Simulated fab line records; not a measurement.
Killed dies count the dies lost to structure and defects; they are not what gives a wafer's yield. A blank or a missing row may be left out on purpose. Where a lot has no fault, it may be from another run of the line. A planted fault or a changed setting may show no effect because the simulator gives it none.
2 desks, one fault | flow sky130 | each desk holds nothing but its own numbers, with what lay behind them at the end

## THE TOOL OWNER'S DESK: cvdW-02
The tool's own readings at SKY_VIA4_CVD_18 (deposits W, target thk 505 nm, time 152.14 s): means of the sampled wafers that have a number, for each lot that ran on this tool. Any lot whose mean is over 4 standard deviations away from the usual mean is out of limits and marked OUT; that distance is given in the brackets.
Columns: A = chamberPressureTorr at SKY_VIA4_CVD_18, usual 40.01 Torr; B = heaterPowerW at SKY_VIA4_CVD_18, usual 885 W; C = susceptorTempC at SKY_VIA4_CVD_18, usual 399.95 C
lot  | first seen here | A     | B   | C
L835 | day 42 23:47    | 40.13 | 888 | 399.98
L838 | day 43 21:55    | 40.00 | 936 | 399.94
L844 | day 45 05:19    | 40.01 | 931 | 399.86
L845 | day 45 13:25    | 40.09 | 930 | 400.04
L846 | day 45 18:54    | 39.99 | 880 | 390.12 (-47) OUT
L848 | day 46 07:37    | 40.01 | 872 | 390.06 (-47) OUT
This desk finds L846, L848 out of limits, L846 being first, at day 45 18:54 (susceptorTempC at SKY_VIA4_CVD_18). L835, L838, L844, L845 stayed within limits.

## AT THE METROLOGY DESK
Lot by lot, what the gauges showed, no matter which tool ran the lot: averages of those sampled wafers that carry a number. Any lot whose mean is over 4 standard deviations away from the usual mean is out of limits and marked OUT; that distance is given in the brackets.
Columns: A = VIA4_W_RS at SKY_VIA4_RS_MEAS_19, usual 0.226 ohm/sq; B = VIA4_W_THK at SKY_VIA4_THK_MEAS_20, usual 511 nm; C = METAL5_ALCU_RS at SKY_METAL5_RS_MEAS_05, usual 0.0271 ohm/sq
lot  | first seen here | A               | B              | C
L835 | day 42 23:58    | 0.221           | 519            | 0.0277
L836 | day 43 08:13    | 0.228           | 500            | 0.0270
L838 | day 43 22:04    | 0.227           | 516            | 0.0277
L840 | day 44 20:41    | 0.227           | 506            | 0.0272
L844 | day 45 05:29    | 0.228           | 504            | 0.0271
L845 | day 45 13:34    | 0.226           | 518            | 0.0272
L846 | day 45 19:02    | 0.269 (+11) OUT | 428 (-8.3) OUT | 0.0274
L848 | day 46 07:46    | 0.269 (+11) OUT | 426 (-8.5) OUT | 0.0274
L849 | day 46 12:31    | 0.230           | 507            | 0.0273
L856 | day 48 07:11    | 0.229           | 512            | 0.0271
This desk's finding: out of limits on L846, L848; first on L846, day 45 19:02 (VIA4_W_RS at SKY_VIA4_RS_MEAS_19). L835, L836, L838, L840, L844, L845, L849, L856 stayed within limits.

## BROUGHT TOGETHER
An alarm could have come from the tool owner's desk at day 45 18:54, on L846, L848.
An alarm was possible from the metrology desk at day 45 19:02, on L846, L848.
The lots listed all ran SKY_VIA4_CVD_18 on cvdW-02.

## WHAT THE SIMULATOR HAD PUT IN
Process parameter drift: cvdW-02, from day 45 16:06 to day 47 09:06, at SKY_VIA4_CVD_18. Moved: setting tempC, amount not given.
Lots struck among those shown: L846, L848.
Time in hours from fault onset to the first out-of-limits reading at each desk: tool owner's desk 3, metrology desk 3.
